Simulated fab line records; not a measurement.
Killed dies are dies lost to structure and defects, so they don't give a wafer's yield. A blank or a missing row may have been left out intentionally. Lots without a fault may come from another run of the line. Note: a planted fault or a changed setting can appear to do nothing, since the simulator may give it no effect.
fab line records	flow sky130
record: lots: 24	wafers: 72	lastDay: 50
route steps=708 shown LDD_LDN@301 LOCAL_INTERCONNECT@389 METAL2@487 METAL3@533 PASSIVATION@683
lots that met no fault: from a run of the same line without faults
startH: hours from the record's opening day to when the first of the lot's shown wafers began	waitH: hours elapsed since this lot's preceding step	" repeats the value in the row above	L1.1+2: several wafers, shown together as one row	- no value, or no start was given	* or withheld: withheld	< > ~ a bound
route shown NAME@n: a module of which the file shows steps, and the number in the route of the first	usual: mean and standard deviation over wafers with no fault	same: alike in all rows	chamber/n: place in a boat	sites: per-site readings	_std_site: how widely they spread, as a standard deviation	_edge_site: the outer-site mean with the inner-site mean subtracted	radiusMm: for every site, how far away it sits from the centre of the wafer	mask NAME#n: copy n	behind: tool/chamber where the wafer was last shaped	hold: cause of the lot's hold/its duration in hours/its outcome	device: which transistor (n, p or np) failed to switch	end of line: the tests these same wafers got at the end of their route	a step without rows: its recipe alone	killed: count of dies lost to structure and defects at first sort (not the wafer's yield)	map: a wafer's dies, x killed, . not, _ none there
set.NAME: the setting the step ran with; set.NAME@STEP: the setting that earlier step ran with	model.NAME: the simulator's own value behind a step, which no gauge read
a sample of lots followed through the steps of the route, with each step as a table and each wafer as a row
services: the hour from which a tool's chamber was out of use, counted from the record's first day as startH (under 0 if before that day), plus the number of hours and why
== steps ==
step: SKY_LDD_LDN_STRIP_12
recipe: chemistry: O2/N2	powerW: 1400	pressureMtorr: 1500	platenTempC: withheld	o2FlowSccm: 3000	n2FlowSccm: 300	overashFraction: 0.5
usual: drypumpMotorCurrentA: 5.9/0.76	oesProductAu: 0.716/0.0044	stripTimeToEndpointS: 14.19/0.044
lot.wafer	tool	chamber	startH	waitH	drypumpMotorCurrentA	oesProductAu	rfHoursCounterH	stripTimeToEndpointS
L074.1	plasmaAsher-03	1	520.38	0.1	6.7	0.713	83	14.13
L074.2	"	0	"	"	6.5	0.717	83	14.19
L074.6	"	0	"	"	6.5	0.715	-	14.20
L075.2	plasmaAsher-02	1	534.28	0.1	5.1	0.710	73	14.20
L075.3	"	1	"	"	5.0	0.714	-	14.18
L075.4	"	0	"	"	4.8	0.718	-	14.21
L076.4	plasmaAsher-03	0	540.20	0.1	6.4	0.710	-	14.25
L076.5	"	0	"	"	6.5	0.713	-	14.21
L076.6	"	1	"	"	6.7	0.714	-	14.19
L077.3	plasmaAsher-03	1	554.54	0.1	6.7	0.714	-	14.22
L077.4	"	0	"	"	6.5	0.712	-	14.22
L077.5	"	1	"	"	6.7	0.715	-	14.21
L078.3	plasmaAsher-03	0	562.30	0.1	6.5	0.715	-	14.20
L078.5	"	0	"	"	6.5	0.710	-	14.16
L078.6	"	1	"	"	6.7	0.709	-	14.22
L079.1	plasmaAsher-02	1	572.67	0.1	5.1	0.720	77	14.16
L079.4	"	0	"	"	4.8	0.718	-	14.18
L079.6	"	0	"	"	4.8	0.709	-	14.10
L080.1	plasmaAsher-01	0	585.72	0.1	5.9	0.722	16	14.22
L080.3	"	0	"	"	5.9	0.718	-	14.19
L080.5	"	1	"	"	6.7	0.716	-	14.22
L081.1	plasmaAsher-02	0	592.47	0.1	4.8	0.716	79	14.18
L081.2	"	1	"	"	5.0	0.712	79	14.21
L081.3	"	0	"	"	4.8	0.714	-	14.24
L082.1	plasmaAsher-01	1	599.17	0.1	6.6	0.723	18	14.22
L082.2	"	0	"	"	5.9	0.722	18	14.27
L082.3	"	0	"	"	5.9	0.718	-	14.23
L083.1	plasmaAsher-03	1	602.03	0.1	6.7	0.722	91	14.14
L083.4	"	1	"	"	6.7	0.712	-	14.13
L083.6	"	1	"	"	6.7	0.718	-	14.10
L084.1	plasmaAsher-02	1	618.81	0.1	5.0	0.711	82	14.18
L084.3	"	1	"	"	5.0	0.714	-	14.21
L084.4	"	0	"	"	4.8	0.719	-	14.23
L085.2	plasmaAsher-01	1	626.16	0.1	6.7	0.719	20	14.17
L085.3	"	0	"	"	5.9	0.719	-	14.18
L085.4	"	1	"	"	6.7	0.722	-	14.16
L086.3	plasmaAsher-02	0	629.21	0.1	4.8	0.717	-	14.17
L086.4	"	1	"	"	5.1	0.719	-	14.15
L086.6	"	0	"	"	4.8	0.714	-	14.19
L087.2	plasmaAsher-03	0	640.97	0.1	6.5	0.712	95	14.25
L087.3	"	1	"	"	6.7	0.726	-	14.26
L087.5	"	0	"	"	6.5	0.712	-	14.23
L088.3	plasmaAsher-02	1	645.00	0.1	5.0	0.714	-	14.19
L088.5	"	1	"	"	5.0	0.711	-	14.21
L088.6	"	0	"	"	4.8	0.707	-	14.20
L089.2	plasmaAsher-01	1	649.62	0.1	6.7	0.718	23	14.25
L089.5	"	1	"	"	6.7	0.716	-	14.25
L089.6	"	0	"	"	5.9	0.711	-	14.17
L090.2	plasmaAsher-01	1	667.63	0.1	6.6	0.716	25	14.23
L090.5	"	0	"	"	5.9	0.722	-	14.25
L090.6	"	1	"	"	6.6	0.710	-	14.23
L091.1	plasmaAsher-01	1	669.52	0.1	6.6	0.720	25	14.22
L091.4	"	1	"	"	6.6	0.718	-	14.23
L091.5	"	1	"	"	6.6	0.710	-	14.22
L092.1	plasmaAsher-03	0	682.08	0.1	6.5	0.721	99	14.21
L092.5	"	0	"	"	6.4	0.724	-	14.19
L092.6	"	1	"	"	6.7	0.718	-	14.14
L093.2	plasmaAsher-01	1	685.63	0.1	6.7	0.716	27	14.12
L093.3	"	0	"	"	5.9	0.713	-	14.15
L093.5	"	1	"	"	6.6	0.714	-	14.16
L094.3	plasmaAsher-03	1	696.01	0.1	6.7	0.713	-	14.24
L094.5	"	0	"	"	6.5	0.715	-	14.25
L094.6	"	1	"	"	6.7	0.713	-	14.28
L095.1	plasmaAsher-02	1	706.41	0.1	5.1	0.721	88	14.13
L095.2	"	0	"	"	4.8	0.724	88	14.11
L095.6	"	1	"	"	5.1	0.713	-	14.15
L096.1	plasmaAsher-03	1	718.91	0.1	6.7	0.724	105	14.16
L096.3	"	1	"	"	6.7	0.709	-	14.15
L096.5	"	1	"	"	6.7	0.716	-	14.14
L097.2	plasmaAsher-02	1	726.21	0.1	5.1	0.710	90	14.20
L097.3	"	0	"	"	4.8	0.721	-	14.18
L097.5	"	1	"	"	5.0	0.713	-	14.18
step: SKY_LOCAL_INTERCONNECT_THK_MEAS_02
recipe: thkMeasGauge: xrf	reads: TiN_of_LOCAL_INTERCONNECT_SPUTTER_00
usual: LOCAL_INTERCONNECT_TIN_THK: 100.7/1.6
lot.wafer	tool	chamber	startH	waitH	LOCAL_INTERCONNECT_TIN_THK[nm]
L074.1	filmMetro-02	-	673.93	0.1	101.4
L074.2	"	-	"	"	100.2
L074.6	"	-	"	"	101.1
L075.2	filmMetro-01	-	686.94	0.1	97.9
L075.3	"	-	"	"	99.7
L075.4	"	-	"	"	101.7
L076.4	filmMetro-02	-	696.49	0.1	101.6
L076.5	"	-	"	"	101.0
L076.6	"	-	"	"	100.8
L077.3	filmMetro-04	-	707.00	0.1	96.8
L077.4	"	-	"	"	100.3
L077.5	"	-	"	"	99.6
L078.3	filmMetro-04	-	714.80	0.1	100.1
L078.5	"	-	"	"	99.2
L078.6	"	-	"	"	101.2
L079.1	filmMetro-04	-	726.06	0.1	102.2
L079.4	"	-	"	"	102.3
L079.6	"	-	"	"	102.2
L080.1	filmMetro-01	-	737.05	0.1	101.6
L080.3	"	-	"	"	99.8
L080.5	"	-	"	"	101.0
L081.1	filmMetro-02	-	743.08	0.1	101.5
L081.2	"	-	"	"	100.1
L081.3	"	-	"	"	100.2
L082.1	filmMetro-04	-	751.15	0.1	101.3
L082.2	"	-	"	"	103.7
L082.3	"	-	"	"	101.9
L083.1	filmMetro-01	-	751.75	0.1	102.5
L083.4	"	-	"	"	102.0
L083.6	"	-	"	"	97.7
L084.1	filmMetro-04	-	766.49	0.1	101.5
L084.3	"	-	"	"	103.5
L084.4	"	-	"	"	102.6
L085.2	filmMetro-04	-	773.91	0.1	102.8
L085.3	"	-	"	"	100.9
L085.4	"	-	"	"	102.0
L086.3	filmMetro-04	-	779.31	0.1	100.1
L086.4	"	-	"	"	101.1
L086.6	"	-	"	"	99.9
L087.2	filmMetro-02	-	784.47	0.1	99.7
L087.3	"	-	"	"	97.5
L087.5	"	-	"	"	96.7
L088.3	filmMetro-02	-	789.67	0.1	97.6
L088.5	"	-	"	"	98.0
L088.6	"	-	"	"	101.2
L089.2	filmMetro-02	-	792.81	0.1	100.4
L089.5	"	-	"	"	101.7
L089.6	"	-	"	"	100.7
L090.2	filmMetro-04	-	810.44	0.1	101.7
L090.5	"	-	"	"	99.7
L090.6	"	-	"	"	100.2
L091.1	filmMetro-02	-	811.28	0.1	98.2
L091.4	"	-	"	"	99.6
L091.5	"	-	"	"	98.9
L092.1	filmMetro-04	-	822.76	0.1	102.6
L092.5	"	-	"	"	102.0
L092.6	"	-	"	"	102.6
L093.2	filmMetro-01	-	827.42	0.1	102.0
L093.3	"	-	"	"	102.7
L093.5	"	-	"	"	104.2
L094.3	filmMetro-02	-	836.97	0.1	99.8
L094.5	"	-	"	"	99.1
L094.6	"	-	"	"	99.9
L095.1	filmMetro-02	-	845.64	0.1	101.1
L095.2	"	-	"	"	100.8
L095.6	"	-	"	"	101.1
L096.1	filmMetro-04	-	856.91	0.1	103.3
L096.3	"	-	"	"	101.9
L096.5	"	-	"	"	102.0
L097.2	filmMetro-01	-	863.47	0.1	98.5
L097.3	"	-	"	"	97.2
L097.5	"	-	"	"	99.2
step: SKY_METAL2_SPUTTER_04
recipe: material: TiN	targetThkNm: 70	powerW: 6500	timeS: 58.3	chamberPressurePa: 0.4
usual: throttleValvePct: 30.3/1.3
lot.wafer	tool	chamber	startH	waitH	throttleValvePct
L074.1	pvdSputter-03	-	791.72	0.0	29.6
L074.2	"	-	"	"	32.4
L074.6	"	-	"	"	32.2
L075.2	pvdSputter-04	-	805.01	1.6	29.1
L075.3	"	-	"	"	29.3
L075.4	"	-	"	"	27.6
L076.4	pvdSputter-03	-	811.49	0.0	29.8
L076.5	"	-	"	"	31.3
L076.6	"	-	"	"	29.7
L077.3	pvdSputter-04	-	820.39	0.0	28.8
L077.4	"	-	"	"	29.2
L077.5	"	-	"	"	27.8
L078.3	pvdSputter-03	-	828.30	0.0	29.6
L078.5	"	-	"	"	29.6
L078.6	"	-	"	"	29.4
L079.1	pvdSputter-01	-	838.60	0.0	28.5
L079.4	"	-	"	"	29.0
L079.6	"	-	"	"	29.1
L080.1	pvdSputter-01	-	848.33	0.0	30.3
L080.3	"	-	"	"	28.9
L080.5	"	-	"	"	29.0
L081.1	pvdSputter-03	-	854.24	0.0	31.4
L081.2	"	-	"	"	32.3
L081.3	"	-	"	"	29.9
L082.1	pvdSputter-03	-	862.44	0.0	30.0
L082.2	"	-	"	"	32.4
L082.3	"	-	"	"	29.3
L083.1	pvdSputter-03	-	862.79	0.0	29.7
L083.4	"	-	"	"	31.3
L083.6	"	-	"	"	29.8
L084.1	pvdSputter-03	-	877.63	0.0	31.3
L084.3	"	-	"	"	29.7
L084.4	"	-	"	"	32.4
L085.2	pvdSputter-03	-	884.80	0.0	32.3
L085.3	"	-	"	"	29.6
L085.4	"	-	"	"	31.3
L086.3	pvdSputter-03	-	890.09	0.0	29.4
L086.4	"	-	"	"	32.7
L086.6	"	-	"	"	29.9
L087.2	pvdSputter-03	-	894.78	0.0	29.7
L087.3	"	-	"	"	29.6
L087.5	"	-	"	"	29.5
L088.3	pvdSputter-03	-	899.09	0.0	29.6
L088.5	"	-	"	"	29.6
L088.6	"	-	"	"	31.3
L089.2	pvdSputter-03	-	901.62	0.0	29.4
L089.5	"	-	"	"	31.3
L089.6	"	-	"	"	29.6
L090.2	pvdSputter-03	-	919.73	0.0	32.0
L090.5	"	-	"	"	29.8
L090.6	"	-	"	"	32.2
L091.1	pvdSputter-03	-	920.27	0.0	29.8
L091.4	"	-	"	"	30.0
L091.5	"	-	"	"	32.3
L092.1	pvdSputter-04	-	929.67	0.0	30.0
L092.5	"	-	"	"	30.1
L092.6	"	-	"	"	28.7
L093.2	pvdSputter-03	-	936.09	0.0	32.5
L093.3	"	-	"	"	30.0
L093.5	"	-	"	"	30.0
L094.3	pvdSputter-03	-	944.69	0.0	31.3
L094.5	"	-	"	"	31.2
L094.6	"	-	"	"	29.5
L095.1	pvdSputter-03	-	951.51	0.0	31.2
L095.2	"	-	"	"	29.6
L095.6	"	-	"	"	31.5
L096.1	pvdSputter-01	-	964.73	0.0	29.0
L096.3	"	-	"	"	30.3
L096.5	"	-	"	"	29.6
L097.2	pvdSputter-03	-	968.55	0.0	31.4
L097.3	"	-	"	"	32.4
L097.5	"	-	"	"	32.2
step: SKY_METAL3_SPUTTER_01
recipe: material: TiN	targetThkNm: 20	powerW: 6500	timeS: 16.7	chamberPressurePa: 0.4
usual: throttleValvePct: 29.8/1.3
lot.wafer	tool	chamber	startH	waitH	throttleValvePct
L074.1	pvdSputter-02	-	846.88	0.0	29.8
L074.2	"	-	"	"	27.2
L074.6	"	-	"	"	29.9
L075.2	pvdSputter-03	-	861.19	0.0	29.5
L075.3	"	-	"	"	31.2
L075.4	"	-	"	"	32.3
L076.4	pvdSputter-02	-	865.94	0.0	29.9
L076.5	"	-	"	"	31.2
L076.6	"	-	"	"	27.6
L077.3	pvdSputter-04	-	875.36	0.0	27.4
L077.4	"	-	"	"	28.8
L077.5	"	-	"	"	27.6
L078.3	pvdSputter-02	-	883.50	0.0	31.0
L078.5	"	-	"	"	29.8
L078.6	"	-	"	"	29.2
L079.1	pvdSputter-03	-	893.17	0.0	29.7
L079.4	"	-	"	"	32.2
L079.6	"	-	"	"	29.7
L080.1	pvdSputter-03	-	901.25	0.0	32.4
L080.3	"	-	"	"	29.7
L080.5	"	-	"	"	29.9
L081.1	pvdSputter-02	-	908.67	0.0	31.1
L081.2	"	-	"	"	30.0
L081.3	"	-	"	"	29.5
L082.1	pvdSputter-04	-	915.98	0.0	30.1
L082.2	"	-	"	"	29.2
L082.3	"	-	"	"	27.4
L083.1	pvdSputter-03	-	917.41	0.0	29.7
L083.4	"	-	"	"	32.2
L083.6	"	-	"	"	32.6
L084.1	pvdSputter-02	-	930.10	0.0	27.4
L084.3	"	-	"	"	31.0
L084.4	"	-	"	"	29.3
L085.2	pvdSputter-04	-	937.71	0.0	27.8
L085.3	"	-	"	"	29.0
L085.4	"	-	"	"	28.8
L086.3	pvdSputter-02	-	942.64	0.0	30.8
L086.4	"	-	"	"	27.5
L086.6	"	-	"	"	30.2
L087.2	pvdSputter-02	-	947.69	0.0	29.8
L087.3	"	-	"	"	27.5
L087.5	"	-	"	"	29.5
L088.3	pvdSputter-04	-	951.14	0.0	29.1
L088.5	"	-	"	"	29.0
L088.6	"	-	"	"	28.8
L089.2	pvdSputter-04	-	953.82	0.0	29.3
L089.5	"	-	"	"	29.3
L089.6	"	-	"	"	28.7
L090.2	pvdSputter-02	-	970.37	0.0	31.2
L090.5	"	-	"	"	29.9
L090.6	"	-	"	"	30.9
L091.1	pvdSputter-03	-	971.53	0.0	32.5
L091.4	"	-	"	"	31.6
L091.5	"	-	"	"	29.7
L092.1	pvdSputter-03	-	981.15	0.0	31.0
L092.5	"	-	"	"	29.9
L092.6	"	-	"	"	29.6
L093.2	pvdSputter-02	-	987.39	0.0	30.7
L093.3	"	-	"	"	27.3
L093.5	"	-	"	"	31.0
L094.3	pvdSputter-04	-	996.32	0.0	29.3
L094.5	"	-	"	"	27.6
L094.6	"	-	"	"	29.2
L095.1	pvdSputter-03	-	1002.17	0.0	32.2
L095.2	"	-	"	"	29.5
L095.6	"	-	"	"	31.5
L096.1	pvdSputter-03	-	1014.77	0.0	32.1
L096.3	"	-	"	"	29.8
L096.5	"	-	"	"	29.7
L097.2	pvdSputter-04	-	1018.59	0.0	28.7
L097.3	"	-	"	"	29.7
L097.5	"	-	"	"	29.1
step: SKY_METAL3_ETCH_17
recipe: target: SiO2	stopOn: TiN	chemistry: C4F8/O2/Ar	sourceW: 1500	biasW: 1200	pressureMtorr: 40	c4f8FlowSccm: withheld	O2_flow_sccm: 6	Ar_flow_sccm: 300	timeS: 3.9	targetDepthA: 150
usual: oesProductAu: 0.753/0.0078
lot.wafer	tool	chamber	startH	waitH	oesProductAu	rfHoursCounterH
L074.1	rieDiel-01	2	898.95	0.1	0.740	15
L074.2	"	1	"	"	0.750	15
L074.6	"	2	"	"	0.757	-
L075.2	rieDiel-02	1	912.32	0.1	0.752	11
L075.3	"	0	"	"	0.746	5
L075.4	"	2	"	"	0.754	3
L076.4	rieDiel-01	3	918.76	0.0	0.754	18
L076.5	"	2	"	"	0.761	-
L076.6	"	3	"	"	0.752	-
L077.3	rieDiel-03	0	925.19	0.1	0.771	5
L077.4	"	3	"	"	0.758	11
L077.5	"	1	"	"	0.766	-
L078.3	rieDiel-02	1	935.45	0.0	0.756	12
L078.5	"	1	"	"	0.771	-
L078.6	"	2	"	"	0.754	-
L079.1	rieDiel-02	1	943.76	0.1	0.770	12
L079.4	"	2	"	"	0.774	3
L079.6	"	1	"	"	0.760	-
L080.1	rieDiel-02	1	951.64	0.2	0.744	12
L080.3	"	2	"	"	0.744	4
L080.5	"	2	"	"	0.770	-
L081.1	rieDiel-03	3	959.16	0.1	0.754	12
L081.2	"	1	"	"	0.752	10
L081.3	"	2	"	"	0.757	8
L082.1	rieDiel-03	3	964.72	0.1	0.748	12
L082.2	"	0	"	"	0.758	6
L082.3	"	2	"	"	0.749	8
L083.1	rieDiel-02	3	966.96	0.1	0.746	7
L083.4	"	0	"	"	0.763	-
L083.6	"	2	"	"	0.749	-
L084.1	rieDiel-03	2	979.45	0.1	0.753	8
L084.3	"	3	"	"	0.761	13
L084.4	"	1	"	"	0.761	10
L085.2	rieDiel-02	1	987.10	0.1	0.739	13
L085.3	"	3	"	"	0.752	8
L085.4	"	0	"	"	0.763	7
L086.3	rieDiel-02	2	990.76	0.0	0.747	5
L086.4	"	3	"	"	0.756	8
L086.6	"	1	"	"	0.749	-
L087.2	rieDiel-03	1	995.75	0.1	0.762	11
L087.3	"	3	"	"	0.760	13
L087.5	"	2	"	"	0.761	-
L088.3	rieDiel-02	0	1000.21	0.0	0.759	7
L088.5	"	2	"	"	0.755	-
L088.6	"	3	"	"	0.756	-
L089.2	rieDiel-01	2	1002.75	0.1	0.747	18
L089.5	"	0	"	"	0.763	-
L089.6	"	1	"	"	0.756	-
L090.2	rieDiel-02	3	1018.72	0.1	0.744	9
L090.5	"	3	"	"	0.752	-
L090.6	"	0	"	"	0.754	-
L091.1	rieDiel-03	0	1019.76	0.1	0.759	8
L091.4	"	3	"	"	0.763	14
L091.5	"	1	"	"	0.756	-
L092.1	rieDiel-03	0	1029.05	0.1	0.753	8
L092.5	"	0	"	"	0.748	-
L092.6	"	3	"	"	0.750	-
L093.2	rieDiel-01	3	1034.82	0.1	0.761	21
L093.3	"	1	"	"	0.751	20
L093.5	"	3	"	"	0.757	-
L094.3	rieDiel-02	3	1043.05	0.0	0.745	9
L094.5	"	3	"	"	0.744	-
L094.6	"	2	"	"	0.745	-
L095.1	rieDiel-01	1	1048.56	0.1	0.757	20
L095.2	"	2	"	"	0.743	20
L095.6	"	3	"	"	0.753	-
L096.1	rieDiel-02	1	1060.37	0.1	0.743	15
L096.3	"	3	"	"	0.754	10
L096.5	"	0	"	"	0.755	-
L097.2	rieDiel-01	1	1063.91	0.1	0.764	21
L097.3	"	3	"	"	0.747	22
L097.5	"	3	"	"	0.768	-
step: SKY_PASSIVATION_CVD_02
recipe: material: Si3N4	targetThkNm: 540	tempC: 400	timeS: withheld	rfW: 450
usual: heaterPowerW: 748/130
lot.wafer	tool	chamber	startH	waitH	heaterPowerW
L074.1	pecvd-02	2	1027.34	0.1	784
L074.2	"	1	"	"	696
L074.6	"	1	"	"	728
L075.2	pecvd-02	2	1038.54	0.0	650
L075.3	"	0	"	"	740
L075.4	"	1	"	"	708
L076.4	pecvd-02	2	1046.87	0.1	811
L076.5	"	1	"	"	634
L076.6	"	0	"	"	729
L077.3	pecvd-03	0	1051.45	0.0	853
L077.4	"	0	"	"	879
L077.5	"	2	"	"	554
L078.3	pecvd-04	1	1059.48	0.0	757
L078.5	"	1	"	"	792
L078.6	"	2	"	"	539
L079.1	pecvd-04	0	1067.25	0.1	946
L079.4	"	1	"	"	773
L079.6	"	0	"	"	959
L080.1	pecvd-04	2	1074.73	0.1	673
L080.3	"	0	"	"	1056
L080.5	"	0	"	"	1050
L081.1	pecvd-04	0	1080.10	0.1	1052
L081.2	"	2	"	"	615
L081.3	"	1	"	"	705
L082.1	pecvd-04	2	1084.71	0.1	578
L082.2	"	0	"	"	994
L082.3	"	1	"	"	744
L083.1	pecvd-03	1	1087.69	0.1	693
L083.4	"	2	"	"	670
L083.6	"	1	"	"	722
L084.1	pecvd-04	0	1098.36	0.1	942
L084.3	"	2	"	"	598
L084.4	"	1	"	"	754
L085.2	pecvd-03	0	1104.93	0.0	845
L085.3	"	1	"	"	639
L085.4	"	2	"	"	696
L086.3	pecvd-04	0	1108.03	0.0	1059
L086.4	"	0	"	"	1088
L086.6	"	1	"	"	744
L087.2	pecvd-02	0	1111.63	0.0	724
L087.3	"	2	"	"	719
L087.5	"	0	"	"	740
L088.3	pecvd-03	2	1116.83	0.0	680
L088.5	"	1	"	"	683
L088.6	"	2	"	"	677
L089.2	pecvd-03	1	1118.43	0.0	726
L089.5	"	2	"	"	705
L089.6	"	0	"	"	850
L090.2	pecvd-04	2	1132.35	0.0	624
L090.5	"	1	"	"	785
L090.6	"	2	"	"	637
L091.1	pecvd-03	2	1132.88	0.1	549
L091.4	"	1	"	"	660
L091.5	"	2	"	"	616
L092.1	pecvd-03	0	1140.10	0.1	769
L092.5	"	0	"	"	826
L092.6	"	2	"	"	678
L093.2	pecvd-02	0	1144.53	0.0	735
L093.3	"	2	"	"	728
L093.5	"	0	"	"	582
L094.3	pecvd-04	1	1151.46	0.0	691
L094.5	"	2	"	"	646
L094.6	"	1	"	"	757
L095.1	pecvd-02	1	1157.67	0.1	621
L095.2	"	2	"	"	795
L095.6	"	2	"	"	795
L096.1	pecvd-04	1	1167.19	0.1	816
L096.3	"	2	"	"	614
L096.5	"	0	"	"	992
L097.2	pecvd-03	2	1169.22	0.0	696
L097.3	"	0	"	"	909
L097.5	"	1	"	"	681
== services ==
tool	chamber	startH	hours	kind
rieDiel-02	0	518.10	8.6	repair
pvdSputter-04	-	544.01	2.5	repair
pecvd-04	2	552.94	4.0	repair
pecvd-04	-	584.38	6.0	pm
pvdSputter-04	-	601.71	1.8	repair
rieDiel-02	3	614.29	6.9	repair
pvdSputter-04	-	630.34	9.1	repair
pvdSputter-03	-	631.03	3.1	repair
pecvd-04	0	631.66	6.2	repair
rieDiel-02	1	655.63	4.6	repair
rieDiel-02	-	697.52	0.8	repair
pecvd-04	-	699.04	14.6	pm
pvdSputter-03	-	709.37	7.0	repair
rieDiel-02	1	720.77	2.6	repair
rieDiel-02	3	721.18	6.8	repair
rieDiel-02	3	730.48	6.7	repair
pvdSputter-03	-	783.16	1.0	repair
pvdSputter-03	-	802.28	6.8	repair
rieDiel-02	3	806.26	4.5	repair
rieDiel-02	0	839.65	5.1	repair
rieDiel-02	2	930.38	1.9	repair
rieDiel-02	1	965.91	11.0	repair
rieDiel-02	-	1027.90	0.2	repair
rieDiel-02	3	1028.47	8.3	repair
== key ==
fault none
